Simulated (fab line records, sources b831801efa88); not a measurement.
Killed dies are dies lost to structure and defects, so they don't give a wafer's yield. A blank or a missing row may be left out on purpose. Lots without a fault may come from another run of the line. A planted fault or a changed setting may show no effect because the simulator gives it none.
fab line records | flow sky130
record lots=5 wafers=15 last_day=50
route steps=708 shown CAPM@549 METAL3@555 VIA3@573
lots that met no fault: from a run of the same line without faults
start_h: hours from the record's first day to the start of the lot's first wafer shown | wait_h: hours since the lot's step before | " the same as in the row above | L1.1+2: a row that stands for several wafers | - no value, or no start given | * or withheld: withheld | < > ~ a bound
route shown NAME@n: a module of which the file shows steps, and the number in the route of the first | usual: mean/standard deviation of fault-free wafers | same: alike in all rows | chamber/n: place in a boat | sites: the reading at each site | _std_site: their standard deviation | _edge_site: outer sites' mean less inner sites' | radius_mm: how far each site lies from the wafer's centre | mask NAME#n: copy n | behind: the tool/chamber that last shaped the wafer | hold: why the lot was held/for how many hours/how that ended | device: the transistor (n, p or np) that didn't switch | end of line: the same wafers' tests at the end of the route | a step without rows: its recipe alone | killed: dies lost to structure and defects at the first sort, not the wafer's yield | map: a wafer's dies, x killed, . not, _ none there
set.NAME: the setting as run; set.NAME@STEP: as run at that earlier step | model.NAME: the simulator's own value behind a step, which no gauge read
lots at some steps of the route; a table a step, a row a wafer
services: from which hour (start_h, from the record's first day; less than 0 if before it) a tool's chamber was out of use, for how many hours, and why
## steps
# step SKY_CAPM_OVL_MEAS_12
# usual CAPM_OVL=-0.7/1.4
# columns lot.wafer tool chamber start_h wait_h CAPM_OVL[nm]
L079.2 overlay-01 - 925.34 0.1 -0.6
L079.3 " - " " -0.1
L079.4 " - " " 0.3
L081.1 overlay-02 - 937.11 0.1 -0.4
L081.3 " - " " -1.1
L081.5 " - " " -1.8
L085.1 overlay-02 - 974.94 0.1 -3.0
L085.2 " - " " -3.7
L085.3 " - " " -1.8
L087.2 overlay-01 - 976.75 0.1 -1.0
L087.3 " - " " -2.0
L087.5 " - " " -2.4
L096.1 overlay-02 - 1033.29 0.1 -0.3
L096.2 " - " " -0.9
L096.5 " - " " -1.5
# step SKY_CAPM_METAL_ETCH_13
# recipe target_depth_nm=220 stop_on=SiO2 chemistry=Cl2/BCl3 target=TiN pressure_mtorr=10 icp_w=900 bias_w=48.5 Cl2_flow_sccm=60 bcl3_flow_sccm=30 time_s=62.9
# usual drypump_motor_current_A=5.5/0.48 oes_product_au=0.958/0.007 rf_fwd_power_W=891/3.8 throttle_valve_pct=21.893/0.009
# columns lot.wafer tool chamber start_h wait_h drypump_motor_current_A oes_product_au rf_fwd_power_W rf_hours_counter_h throttle_valve_pct
L079.2 rie_metal-01 1 925.37 0.0 4.7 0.952 888 13 21.885
L079.3 " 1 " " 4.7 0.945 890 - 21.907
L079.4 " 0 " " 5.9 0.963 886 - 21.895
L081.1 rie_metal-04 1 937.14 0.0 5.8 0.957 891 12 21.911
L081.3 " 1 " " 5.8 0.952 892 - 21.888
L081.5 " 0 " " 5.2 0.955 894 - 21.879
L085.1 rie_metal-03 1 974.98 0.0 5.7 0.959 892 13 21.894
L085.2 " 0 " " 6.0 0.951 896 12 21.894
L085.3 " 0 " " 6.0 0.939 897 - 21.888
L087.2 rie_metal-04 0 976.78 0.0 5.2 0.950 893 19 21.898
L087.3 " 1 " " 5.8 0.951 894 - 21.897
L087.5 " 0 " " 5.2 0.953 894 - 21.893
L096.1 rie_metal-03 0 1033.33 0.0 6.0 0.962 891 15 21.877
L096.2 " 1 " " 5.7 0.960 885 17 21.902
L096.5 " 1 " " 5.7 0.963 891 - 21.887
# step SKY_CAPM_STRIP_14
# recipe chemistry=O2/N2 power_w=1400 pressure_mtorr=1500 platen_temp_c=withheld o2_flow_sccm=3000 n2_flow_sccm=300 overash_fraction=0.5
# usual drypump_motor_current_A=5.52/0.29 oes_product_au=0.710/0.0042 strip_time_to_endpoint_s=12.69/0.063
# columns lot.wafer tool chamber start_h wait_h drypump_motor_current_A oes_product_au rf_hours_counter_h strip_time_to_endpoint_s
L079.2 plasma_asher-04 0 925.45 0.1 5.29 0.713 49 12.65
L079.3 " 0 " " 5.29 0.706 - 12.61
L079.4 " 1 " " 5.64 0.711 - 12.66
L081.1 plasma_asher-02 0 937.22 0.1 5.96 0.720 116 12.65
L081.3 " 0 " " 5.98 0.708 - 12.60
L081.5 " 1 " " 6.09 0.713 - 12.68
L085.1 plasma_asher-04 1 975.05 0.1 5.63 0.705 54 12.77
L085.2 " 0 " " 5.29 0.702 54 12.78
L085.3 " 1 " " 5.62 0.717 - 12.77
L087.2 plasma_asher-01 1 976.85 0.1 5.25 0.714 83 12.72
L087.3 " 0 " " 5.52 0.713 - 12.66
L087.5 " 1 " " 5.23 0.707 - 12.75
L096.1 plasma_asher-04 0 1033.40 0.1 5.29 0.707 61 12.78
L096.2 " 1 " " 5.63 0.705 61 12.79
L096.5 " 1 " " 5.65 0.714 - 12.77
# step SKY_CAPM_STRIP_15
# recipe chemistry=post_etch_residue_remover time_s=1200 temp_c=72.5
# columns lot.wafer tool chamber start_h wait_h
L079.2+3+4 wet_bench-04 0 925.55 0.1
L081.1+3+5 wet_bench-01 0 937.32 0.1
L085.1+2+3 wet_bench-02 1 975.15 0.1
L087.2+3+5 wet_bench-02 1 976.95 0.1
L096.1+2+5 wet_bench-01 0 1033.50 0.1
# step SKY_CAPM_CLEAN_16
# recipe chemistry=IPA time_s=180 temp_c=25
# columns lot.wafer tool chamber start_h wait_h
L079.2+3+4 wet_bench-02 2 925.89 0.0
L081.1+3+5 wet_bench-04 3 937.69 0.0
L085.1+2+3 wet_bench-01 1 975.49 0.0
L087.2+3+5 wet_bench-01 1 977.29 0.0
L096.1+2+5 wet_bench-04 3 1033.88 0.0
# step SKY_CAPM_CLEAN_17
# recipe chemistry=O3/DIW dry=n2_spin
# columns lot.wafer tool chamber start_h wait_h
L079.2+3+4 wet_bench-04 3 925.95 0.0
L081.1+3+5 wet_bench-02 2 937.75 0.0
L085.1+2+3 wet_bench-02 2 975.55 0.0
L087.2+3+5 wet_bench-02 0 977.35 0.0
L096.1+2+5 wet_bench-01 2 1033.94 0.0
# step SKY_METAL3_DEHYDRATE_05
# recipe temp_c=200 time_s=60
# columns lot.wafer tool chamber start_h wait_h
L079.2+3+4 litho_track-02 0 936.91 10.9
L081.1+3+5 litho_track-02 0 949.59 11.7
L085.1+2+3 litho_track-04 0 985.41 9.8
L087.2+3+5 litho_track-03 0 988.38 10.9
L096.1+2+5 litho_track-03 0 1044.70 10.7
# step SKY_METAL3_HMDS_06
# recipe prime_time_s=60 prime_temp_c=120
# columns lot.wafer tool chamber start_h wait_h
L079.2+3+4 litho_track-02 0 937.06 0.1
L081.1+3+5 litho_track-02 0 949.74 0.1
L085.1+2+3 litho_track-04 0 985.56 0.1
L087.2+3+5 litho_track-03 0 988.53 0.1
L096.1+2+5 litho_track-03 0 1044.85 0.1
# step SKY_METAL3_COAT_07
# recipe resist=BARC temp_c=withheld time_s=withheld spin_rpm=3000 resist_thk_nm=60
# columns lot.wafer tool chamber start_h wait_h
L079.2+3+4 litho_track-02 0 937.21 0.1
L081.1+3+5 litho_track-02 0 949.89 0.1
L085.1+2+3 litho_track-04 0 985.71 0.1
L087.2+3+5 litho_track-03 0 988.68 0.1
L096.1+2+5 litho_track-03 0 1045.00 0.1
# step SKY_METAL3_COAT_08
# recipe resist=KrF-thick spin_rpm=3000 resist_thk_nm=1140
# columns lot.wafer tool chamber start_h wait_h
L079.2+3+4 litho_track-02 0 - -
L081.1+3+5 litho_track-02 0 - -
L085.1+2+3 litho_track-04 0 - -
L087.2+3+5 litho_track-03 0 - -
L096.1+2+5 litho_track-03 0 - -
# step SKY_METAL3_SOFTBAKE_09
# recipe temp_c=100 time_s=90 resist=KrF-thick
# columns lot.wafer tool chamber start_h wait_h
L079.2+3+4 litho_track-02 0 - -
L081.1+3+5 litho_track-02 0 - -
L085.1+2+3 litho_track-04 0 - -
L087.2+3+5 litho_track-03 0 - -
L096.1+2+5 litho_track-03 0 - -
# step SKY_METAL3_EXPOSE_10
# recipe mask_id=MM3 na=0.68 source_shape=annular sigma_inner=0.4 sigma_outer=0.8 target_cd_nm=300 dose_mj=28
# columns lot.wafer tool chamber start_h wait_h mask
L079.2+3+4 krf_scanner-02 0 - - MM3#0
L081.1+3+5 krf_scanner-01 0 - - MM3#0
L085.1+2+3 krf_scanner-02 0 - - MM3#0
L087.2+3+5 krf_scanner-01 0 - - MM3#0
L096.1+2+5 krf_scanner-02 0 - - MM3#0
# step SKY_METAL3_PEB_11
# recipe peb_temp_c=withheld peb_time_s=withheld resist=KrF-thick
# columns lot.wafer tool chamber start_h wait_h
L079.2+3+4 litho_track-04 0 - -
L081.1+3+5 litho_track-04 0 - -
L085.1+2+3 litho_track-02 0 - -
L087.2+3+5 litho_track-04 0 - -
L096.1+2+5 litho_track-03 0 - -
# step SKY_METAL3_DEVELOP_12
# recipe develop_time_s=60 resist=KrF-thick dev_temp_c=21
# columns lot.wafer tool chamber start_h wait_h
L079.2+3+4 litho_track-04 0 - -
L081.1+3+5 litho_track-04 0 - -
L085.1+2+3 litho_track-02 0 - -
L087.2+3+5 litho_track-04 0 - -
L096.1+2+5 litho_track-03 0 - -
# step SKY_METAL3_CD_MEAS_13
# recipe target_cd_nm=300
# usual cd_nm=299.2/1.4
# columns lot.wafer tool chamber start_h wait_h cd_nm
L079.2 cd_sem-02 - 950.03 - 298.3
L079.3 " - " " 299.6
L079.4 " - " " 298.0
L081.1 cd_sem-01 - 961.21 - 299.8
L081.3 " - " " 299.6
L081.5 " - " " 299.8
L085.1 cd_sem-02 - 998.69 - 301.0
L085.2 " - " " 300.9
L085.3 " - " " 301.7
L087.2 cd_sem-01 - 1001.13 - 296.2
L087.3 " - " " 298.8
L087.5 " - " " 297.0
L096.1 cd_sem-02 - 1055.75 - 297.7
L096.2 " - " " 297.9
L096.5 " - " " 297.2
# step SKY_METAL3_OVL_MEAS_14
# usual METAL3_OVL=1/5.4
# columns lot.wafer tool chamber start_h wait_h METAL3_OVL[nm]
L079.2 overlay-02 - 950.13 0.1 -4
L079.3 " - " " 4
L079.4 " - " " -5
L081.1 overlay-02 - 961.33 0.1 4
L081.3 " - " " 1
L081.5 " - " " 1
L085.1 overlay-02 - 998.81 0.1 4
L085.2 " - " " 2
L085.3 " - " " -2
L087.2 overlay-02 - 1001.23 0.1 6
L087.3 " - " " 6
L087.5 " - " " 5
L096.1 overlay-02 - 1055.87 0.1 4
L096.2 " - " " 5
L096.5 " - " " 2
# step SKY_METAL3_DESCUM_15
# recipe chemistry=O2 source_power_w=150 bias_power_w=0 pressure_mtorr=10 temp_c=40 time_s=8
# usual drypump_motor_current_A=5.7/0.37 oes_product_au=0.991/0.011 rf_fwd_power_W=146.7/0.65
# columns lot.wafer tool chamber start_h wait_h drypump_motor_current_A oes_product_au rf_fwd_power_W rf_hours_counter_h
L079.2 rie_metal-02 0 950.16 0.0 5.8 0.981 146.5 16
L079.3 " 0 " " 5.8 0.987 146.4 -
L079.4 " 1 " " 6.0 0.993 146.7 -
L081.1 rie_metal-03 0 961.36 0.0 6.0 0.999 147.7 11
L081.3 " 1 " " 5.7 0.984 146.9 -
L081.5 " 1 " " 5.7 0.982 146.3 -
L085.1 rie_metal-01 0 998.85 0.0 5.9 0.998 145.8 14
L085.2 " 1 " " 4.7 0.990 145.9 17
L085.3 " 1 " " 4.7 0.996 146.0 -
L087.2 rie_metal-03 0 1001.26 0.0 6.0 0.973 147.7 13
L087.3 " 0 " " 6.0 0.986 147.7 -
L087.5 " 1 " " 5.7 0.985 146.7 -
L096.1 rie_metal-02 0 1055.91 0.0 5.8 0.989 146.6 23
L096.2 " 1 " " 5.9 0.988 147.2 15
L096.5 " 1 " " 5.9 0.993 146.9 -
# step SKY_METAL3_ETCH_16
# recipe chemistry=N2/H2 target=BARC ion_energy_ev=200 bias_w=100 pressure_mtorr=30 n2_flow_sccm=100 h2_flow_sccm=200 icp_w=500 stop_on=SiO2 time_s=88.2 target_depth_a=600
# usual drypump_motor_current_A=5.7/0.37 oes_product_au=0.626/0.0042 rf_fwd_power_W=496.0/1.7 throttle_valve_pct=13.204/0.0086
# columns lot.wafer tool chamber start_h wait_h drypump_motor_current_A oes_product_au rf_fwd_power_W rf_hours_counter_h throttle_valve_pct
L079.2 rie_metal-02 0 950.19 0.0 5.8 0.628 496.4 16 13.205
L079.3 " 0 " " 5.8 0.631 494.1 - 13.200
L079.4 " 1 " " 5.9 0.628 497.9 - 13.198
L081.1 rie_metal-03 0 961.39 0.0 6.0 0.627 499.3 11 13.195
L081.3 " 1 " " 5.7 0.621 498.4 - 13.194
L081.5 " 1 " " 5.7 0.628 496.8 - 13.208
L085.1 rie_metal-01 0 998.88 0.0 5.9 0.628 492.9 14 13.216
L085.2 " 1 " " 4.7 0.625 495.0 17 13.196
L085.3 " 1 " " 4.7 0.621 495.9 - 13.205
L087.2 rie_metal-03 0 1001.29 0.0 6.0 0.630 498.0 13 13.193
L087.3 " 0 " " 6.0 0.625 497.8 - 13.197
L087.5 " 1 " " 5.7 0.624 493.5 - 13.201
L096.1 rie_metal-02 0 1055.94 0.0 5.8 0.626 495.5 23 13.206
L096.2 " 1 " " 5.9 0.627 497.3 15 13.216
L096.5 " 1 " " 5.9 0.620 497.0 - 13.215
# step SKY_METAL3_ETCH_17
# recipe target=SiO2 stop_on=TiN chemistry=C4F8/O2/Ar source_w=1500 bias_w=1200 pressure_mtorr=40 c4f8_flow_sccm=withheld O2_flow_sccm=6 Ar_flow_sccm=300 time_s=3.9 target_depth_a=150
# usual oes_product_au=0.755/0.0076 rf_fwd_power_W=1468/8.1
# columns lot.wafer tool chamber start_h wait_h oes_product_au rf_fwd_power_W rf_hours_counter_h
L079.2 rie_diel-02 2 950.29 0.1 0.755 1469 13
L079.3 " 1 " " 0.754 1481 8
L079.4 " 3 " " 0.759 1473 19
L081.1 rie_diel-01 1 961.49 0.1 0.745 1472 18
L081.3 " 2 " " 0.754 1466 21
L081.5 " 0 " " 0.770 1463 -
L085.1 rie_diel-03 0 998.98 0.1 0.753 1485 12
L085.2 " 1 " " 0.748 1465 3
L085.3 " 3 " " 0.758 1470 9
L087.2 rie_diel-01 1 1001.39 0.1 0.756 1459 19
L087.3 " 2 " " 0.759 1464 22
L087.5 " 1 " " 0.758 1462 -
L096.1 rie_diel-02 2 1056.04 0.1 0.753 1464 16
L096.2 " 0 " " 0.761 1462 28
L096.5 " 0 " " 0.758 1459 -
# step SKY_METAL3_METAL_ETCH_18
# recipe target_depth_a=8450 stop_on=SiO2 over_etch_frac=0.2812 time_s=183.1 chemistry=Cl2/BCl3 resist_sidewall_deg=88 pressure_mtorr=10 icp_w=900 bias_w=48.5 Cl2_flow_sccm=60 bcl3_flow_sccm=30
# usual drypump_motor_current_A=5.6/0.46 oes_product_au=0.870/0.0061 rf_fwd_power_W=896.3/2.6 throttle_valve_pct=22.264/0.0083
# columns lot.wafer tool chamber start_h wait_h drypump_motor_current_A oes_product_au rf_fwd_power_W rf_hours_counter_h throttle_valve_pct
L079.2 rie_metal-01 1 950.31 0.0 4.7 0.878 896.8 15 22.283
L079.3 " 0 " " 5.9 0.864 897.5 - 22.268
L079.4 " 1 " " 4.7 0.868 896.7 - 22.272
L081.1 rie_metal-02 1 961.51 0.0 5.9 0.874 897.2 9 22.269
L081.3 " 1 " " 5.9 0.881 899.3 - 22.267
L081.5 " 0 " " 5.8 0.874 893.7 - 22.268
L085.1 rie_metal-03 1 998.99 0.0 5.7 0.872 895.6 14 22.272
L085.2 " 0 " " 6.0 0.870 898.2 13 22.257
L085.3 " 0 " " 6.0 0.871 898.8 - 22.265
L087.2 rie_metal-02 0 1001.47 0.1 5.8 0.868 896.7 - 22.257
L087.3 " 0 " " 5.8 0.863 895.0 - 22.267
L087.5 " 0 " " 5.8 0.875 896.6 - 22.264
L096.1 rie_metal-01 0 1056.06 0.0 5.8 0.869 889.4 17 22.257
L096.2 " 1 " " 4.7 0.871 897.4 22 22.253
L096.5 " 1 " " 4.7 0.872 897.0 - 22.271
# step SKY_METAL3_STRIP_19
# recipe chemistry=O2/N2 power_w=1400 pressure_mtorr=1500 platen_temp_c=withheld o2_flow_sccm=3000 n2_flow_sccm=300 overash_fraction=0.5
# usual drypump_motor_current_A=5.33/0.28 oes_product_au=0.509/0.0058 strip_time_to_endpoint_s=6.70/0.093
# columns lot.wafer tool chamber start_h wait_h drypump_motor_current_A oes_product_au rf_hours_counter_h strip_time_to_endpoint_s
L079.2 plasma_asher-04 0 950.49 0.1 5.31 0.493 52 6.64
L079.3 " 0 " " 5.32 0.502 - 6.57
L079.4 " 1 " " 5.64 0.513 - 6.71
L081.1 plasma_asher-04 1 961.69 0.1 5.64 0.508 53 6.77
L081.3 " 0 " " 5.30 0.511 - 6.78
L081.5 " 1 " " 5.62 0.515 - 6.73
L085.1 plasma_asher-01 1 999.17 0.1 5.21 0.514 86 6.85
L085.2 " 0 " " 5.50 0.513 86 6.86
L085.3 " 1 " " 5.24 0.513 - 6.81
L087.2 plasma_asher-03 0 1001.77 0.2 4.78 0.512 25 6.72
L087.3 " 0 " " 4.79 0.512 - 6.73
L087.5 " 0 " " 4.78 0.511 - 6.73
L096.1 plasma_asher-01 1 1056.23 0.1 5.18 0.513 91 6.56
L096.2 " 0 " " 5.51 0.504 91 6.65
L096.5 " 0 " " 5.49 0.511 - 6.69
# step SKY_METAL3_STRIP_20
# recipe chemistry=post_etch_residue_remover time_s=1200 temp_c=72.5
# columns lot.wafer tool chamber start_h wait_h
L079.2+3+4 wet_bench-03 1 950.59 0.1
L081.1+3+5 wet_bench-02 1 961.79 0.1
L085.1+2+3 wet_bench-04 3 999.27 0.1
L087.2+3+5 wet_bench-02 2 1001.87 0.1
L096.1+2+5 wet_bench-03 3 1056.33 0.1
# step SKY_METAL3_CLEAN_21
# recipe chemistry=IPA time_s=180 temp_c=25
# columns lot.wafer tool chamber start_h wait_h
L079.2+3+4 wet_bench-02 1 950.93 0.0
L081.1+3+5 wet_bench-04 0 962.13 0.0
L085.1+2+3 wet_bench-02 3 999.61 0.0
L087.2+3+5 wet_bench-03 3 1002.21 0.0
L096.1+2+5 wet_bench-02 0 1056.68 0.0
# step SKY_METAL3_CLEAN_22
# recipe chemistry=O3/DIW dry=n2_spin
# columns lot.wafer tool chamber start_h wait_h
L079.2+3+4 wet_bench-02 0 950.99 0.0
L081.1+3+5 wet_bench-03 3 962.19 0.0
L085.1+2+3 wet_bench-04 2 999.67 0.0
L087.2+3+5 wet_bench-02 2 1002.27 0.0
L096.1+2+5 wet_bench-03 1 1056.73 0.0
# step SKY_VIA3_HDPCVD_00
# recipe material=SiO2 target_thk_nm=1635 sigma_open_frac=0.3 time_s=272.5 temp_c=400 sih4_flow_sccm=61.57 pressure_mtorr=6
# columns lot.wafer tool chamber start_h wait_h
L079.2+3+4 hdpcvd-02 0,2,1 951.08 0.0
L081.1+3+5 hdpcvd-02 0,1,2 962.28 0.0
L085.1+2+3 hdpcvd-02 2,0,1 999.76 0.0
L087.2+3+5 hdpcvd-02 2,0,2 1002.36 0.0
L096.1+2+5 hdpcvd-01 0,2,2 1056.83 0.0
# step SKY_VIA3_THK_MEAS_01
# recipe reads=SiO2_of_VIA3_HDPCVD_00
# usual VIA3_HDPCVD_THK=1676/17
# columns lot.wafer tool chamber start_h wait_h VIA3_HDPCVD_THK[nm]
L079.2 film_metro-03 - 951.26 0.1 1668
L079.3 " - " " 1692
L079.4 " - " " 1670
L081.1 film_metro-02 - 962.45 0.1 1673
L081.3 " - " " 1693
L081.5 " - " " 1666
L085.1 film_metro-02 - 999.93 0.1 1686
L085.2 " - " " 1668
L085.3 " - " " 1676
L087.2 film_metro-04 - 1002.54 0.1 1669
L087.3 " - " " 1662
L087.5 " - " " 1673
L096.1 film_metro-02 - 1056.99 0.1 1724
L096.2 " - " " 1694
L096.5 " - " " 1683
# step SKY_VIA3_CMP_02
# recipe material=SiO2 down_force_psi=4 platen_rpm=60 pad_velocity_m_s=0.94248
# usual motor_current_A=12.3/0.89 platen_rpm=60.00/0.035 slurry_filter_dp_kPa=13.51/0.14
# columns lot.wafer tool chamber start_h wait_h motor_current_A platen_rpm slurry_filter_dp_kPa
L079.4 cmp-01 0 951.31 0.0 12.4 60.03 13.68
L079.3 " 1 " " 11.8 59.91 13.73
L079.2 " 2 " " 12.7 59.97 13.60
L081.1 cmp-02 1 962.61 0.1 12.6 60.03 13.48
L081.3 " 2 " " 13.0 60.05 13.66
L081.5 " 0 " " 12.0 60.01 13.52
L085.3 cmp-01 3 999.99 0.0 10.7 59.96 13.55
L085.2 " 0 " " 12.2 60.02 13.54
L085.1 " 1 " " 11.8 59.91 13.39
L087.2 cmp-02 0 1002.59 0.0 12.0 60.04 13.51
L087.3 " 1 " " 11.9 59.99 13.55
L087.5 " 0 " " 13.0 60.02 13.30
L096.2 cmp-02 3 1057.10 0.1 12.5 60.05 13.60
L096.1 " 1 " " 12.6 60.00 13.33
L096.5 " 2 " " 12.7 59.99 13.40
# step SKY_VIA3_BOW_MEAS_03
# recipe mode=bow
# usual VIA3_BOW=81/8
# columns lot.wafer tool chamber start_h wait_h VIA3_BOW[um]
L079.2 film_metro-04 - 951.63 0.2 76
L079.3 " - " " 73
L079.4 " - " " 84
L081.1 film_metro-04 - 962.81 0.1 83
L081.3 " - " " 85
L081.5 " - " " 87
L085.1 film_metro-04 - 1000.29 0.1 89
L085.2 " - " " 80
L085.3 " - " " 85
L087.2 film_metro-03 - 1002.91 0.3 75
L087.3 " - " " 73
L087.5 " - " " 75
L096.1 film_metro-03 - 1057.35 0.1 90
L096.2 " - " " 97
L096.5 " - " " 89
# step SKY_VIA3_DEHYDRATE_04
# recipe temp_c=200 time_s=60
# columns lot.wafer tool chamber start_h wait_h
L079.2+3+4 litho_track-02 0 963.11 11.5
L081.1+3+5 litho_track-01 0 974.74 11.9
L085.1+2+3 litho_track-01 0 1010.39 10.1
L087.2+3+5 litho_track-02 0 1013.46 10.5
L096.1+2+5 litho_track-02 0 1067.79 10.4
# step SKY_VIA3_HMDS_05
# recipe prime_time_s=60 prime_temp_c=120
# columns lot.wafer tool chamber start_h wait_h
L079.2+3+4 litho_track-02 0 963.26 0.1
L081.1+3+5 litho_track-01 0 974.89 0.1
L085.1+2+3 litho_track-01 0 1010.54 0.1
L087.2+3+5 litho_track-02 0 1013.61 0.1
L096.1+2+5 litho_track-02 0 1067.94 0.1
# step SKY_VIA3_COAT_06
# recipe resist=BARC temp_c=withheld time_s=withheld spin_rpm=3000 resist_thk_nm=60
# columns lot.wafer tool chamber start_h wait_h
L079.2+3+4 litho_track-02 0 963.41 0.1
L081.1+3+5 litho_track-01 0 975.04 0.1
L085.1+2+3 litho_track-01 0 1010.69 0.1
L087.2+3+5 litho_track-02 0 1013.76 0.1
L096.1+2+5 litho_track-02 0 1068.09 0.1
# step SKY_VIA3_COAT_07
# recipe resist=KrF-thick spin_rpm=3000 resist_thk_nm=450
# columns lot.wafer tool chamber start_h wait_h
L079.2+3+4 litho_track-02 0 - -
L081.1+3+5 litho_track-01 0 - -
L085.1+2+3 litho_track-01 0 - -
L087.2+3+5 litho_track-02 0 - -
L096.1+2+5 litho_track-02 0 - -
# step SKY_VIA3_SOFTBAKE_08
# recipe temp_c=100 time_s=90 resist=KrF-thick
# columns lot.wafer tool chamber start_h wait_h
L079.2+3+4 litho_track-02 0 - -
L081.1+3+5 litho_track-01 0 - -
L085.1+2+3 litho_track-01 0 - -
L087.2+3+5 litho_track-02 0 - -
L096.1+2+5 litho_track-02 0 - -
# step SKY_VIA3_EXPOSE_09
# recipe mask_id=VIM3 na=0.8 source_shape=annular sigma_inner=0.55 sigma_outer=0.85 target_cd_nm=200 dose_mj=38
# columns lot.wafer tool chamber start_h wait_h mask
L079.2+3+4 krf_scanner-01 0 - - VIM3#0
L081.1+3+5 krf_scanner-01 0 - - VIM3#0
L085.1+2+3 krf_scanner-01 0 - - VIM3#0
L087.2+3+5 krf_scanner-01 0 - - VIM3#0
L096.1+2+5 krf_scanner-02 0 - - VIM3#0
# step SKY_VIA3_PEB_10
# recipe peb_temp_c=withheld peb_time_s=withheld resist=KrF-thick
# columns lot.wafer tool chamber start_h wait_h
L079.2+3+4 litho_track-01 0 - -
L081.1+3+5 litho_track-01 0 - -
L085.1+2+3 litho_track-01 0 - -
L087.2+3+5 litho_track-03 0 - -
L096.1+2+5 litho_track-01 0 - -
# step SKY_VIA3_DEVELOP_11
# recipe develop_time_s=60 resist=KrF-thick dev_temp_c=21
# columns lot.wafer tool chamber start_h wait_h
L079.2+3+4 litho_track-01 0 - -
L081.1+3+5 litho_track-01 0 - -
L085.1+2+3 litho_track-01 0 - -
L087.2+3+5 litho_track-03 0 - -
L096.1+2+5 litho_track-01 0 - -
# step SKY_VIA3_CD_MEAS_12
# recipe target_cd_nm=200
# usual cd_nm=200.2/1.4
# columns lot.wafer tool chamber start_h wait_h cd_nm
L079.2 cd_sem-01 - 976.21 - 200.7
L079.3 " - " " 201.3
L079.4 " - " " 201.0
L081.1 cd_sem-01 - 986.79 - 199.9
L081.3 " - " " 199.7
L081.5 " - " " 199.2
L085.1 cd_sem-01 - 1023.19 - 199.9
L085.2 " - " " 199.3
L085.3 " - " " 198.1
L087.2 cd_sem-01 - 1025.87 - 201.0
L087.3 " - " " 200.4
L087.5 " - " " 200.4
L096.1 cd_sem-01 - 1078.64 - 197.8
L096.2 " - " " 197.9
L096.5 " - " " 198.9
# step SKY_VIA3_OVL_MEAS_13
# usual VIA3_OVL=-1/5.3
# columns lot.wafer tool chamber start_h wait_h VIA3_OVL[nm]
L079.2 overlay-02 - 976.32 0.1 -7
L079.3 " - " " -7
L079.4 " - " " -3
L081.1 overlay-01 - 986.91 0.1 -8
L081.3 " - " " -8
L081.5 " - " " -8
L085.1 overlay-01 - 1023.31 0.1 -6
L085.2 " - " " 1
L085.3 " - " " -6
L087.2 overlay-01 - 1025.98 0.1 3
L087.3 " - " " -2
L087.5 " - " " -2
L096.1 overlay-02 - 1078.76 0.1 -5
L096.2 " - " " 3
L096.5 " - " " 5
# step SKY_VIA3_ETCH_14
# recipe chemistry=N2/H2 target=BARC ion_energy_ev=200 source_w=500 bias_w=100 pressure_mtorr=30 n2_flow_sccm=100 h2_flow_sccm=200 stop_on=SiO2 time_s=45.9 target_depth_a=600
# usual drypump_motor_current_A=5.8/0.37 oes_product_au=0.855/0.0049 rf_fwd_power_W=494.8/1.9 throttle_valve_pct=13.224/0.0091
# columns lot.wafer tool chamber start_h wait_h drypump_motor_current_A oes_product_au rf_fwd_power_W rf_hours_counter_h throttle_valve_pct
L079.2 rie_diel-02 3 976.35 0.0 5.1 0.863 495.6 19 13.223
L079.3 " 1 " " 5.4 0.852 496.8 8 13.237
L079.4 " 2 " " 5.7 0.854 493.6 13 13.247
L081.1 rie_diel-04 0 986.95 0.0 6.0 0.852 498.5 21 13.211
L081.3 " 3 " " 5.7 0.858 495.9 20 13.225
L081.5 " 1 " " 6.2 0.851 498.0 - 13.220
L085.1 rie_diel-01 3 1023.35 0.0 5.5 0.848 497.4 16 13.223
L085.2 " 1 " " 5.6 0.853 493.7 20 13.229
L085.3 " 0 " " 5.6 0.861 495.6 29 13.234
L087.2 rie_diel-04 0 1026.01 0.0 6.0 0.858 492.8 22 13.221
L087.3 " 3 " " 5.7 0.859 494.1 21 13.225
L087.5 " 1 " " 6.2 0.856 495.5 - 13.220
L096.1 rie_diel-04 0 1078.80 0.0 6.0 0.863 496.6 24 13.219
L096.2 " 2 " " 5.8 0.862 494.5 24 13.234
L096.5 " 3 " " 5.7 0.858 498.4 - 13.215
# step SKY_VIA3_ETCH_15
# recipe target=SiO2 chemistry=C4F8/O2/Ar target_depth_nm=507 stop_on=TiN mask_material=KrF-thick source_w=1500 bias_w=1200 pressure_mtorr=40 c4f8_flow_sccm=withheld O2_flow_sccm=6 Ar_flow_sccm=300 time_s=78
# usual oes_product_au=0.947/0.0047 rf_fwd_power_W=1489/4.7
# columns lot.wafer tool chamber start_h wait_h oes_product_au rf_fwd_power_W rf_hours_counter_h
L079.2 rie_diel-02 3 976.39 0.0 0.945 1494 19
L079.3 " 1 " " 0.947 1486 8
L079.4 " 2 " " 0.943 1483 13
L081.1 rie_diel-04 0 986.99 0.0 0.950 1489 21
L081.3 " 3 " " 0.948 1490 20
L081.5 " 1 " " 0.950 1490 -
L085.1 rie_diel-01 3 1023.39 0.0 0.946 1491 16
L085.2 " 1 " " 0.951 1489 20
L085.3 " 0 " " 0.953 1487 29
L087.2 rie_diel-04 0 1026.05 0.0 0.946 1492 22
L087.3 " 3 " " 0.941 1485 21
L087.5 " 1 " " 0.945 1482 -
L096.1 rie_diel-04 0 1078.84 0.0 0.950 1492 24
L096.2 " 2 " " 0.937 1492 24
L096.5 " 3 " " 0.943 1487 -
## services
# columns tool chamber start_h hours kind
hdpcvd-02 - 902.89 2.1 repair
rie_diel-02 0 903.26 8.6 repair
krf_scanner-02 - 903.80 0.2 repair
krf_scanner-02 - 911.54 1.3 pm
hdpcvd-02 - 912.21 6.0 pm
krf_scanner-01 - 922.79 0.7 repair
krf_scanner-01 - 924.41 1.3 pm
krf_scanner-01 - 927.74 0.8 pm
hdpcvd-02 - 930.42 2.8 pm
wet_bench-04 - 945.31 2.2 repair
rie_diel-04 - 953.94 1.1 repair
plasma_asher-04 - 955.71 0.8 repair
rie_diel-02 - 957.49 0.4 repair
rie_metal-01 1 960.72 5.6 repair
krf_scanner-01 - 966.17 1.0 pm
rie_diel-04 2 975.21 1.2 repair
krf_scanner-01 - 983.79 2.1 repair
wet_bench-03 - 988.29 1.6 repair
rie_metal-02 1 1000.36 3.1 repair
rie_metal-01 0 1023.95 11.3 repair
plasma_asher-04 - 1025.61 0.6 repair
rie_diel-04 1 1035.55 3.0 repair
wet_bench-04 - 1056.27 3.2 repair
krf_scanner-01 - 1058.18 0.2 repair
## key
fault none
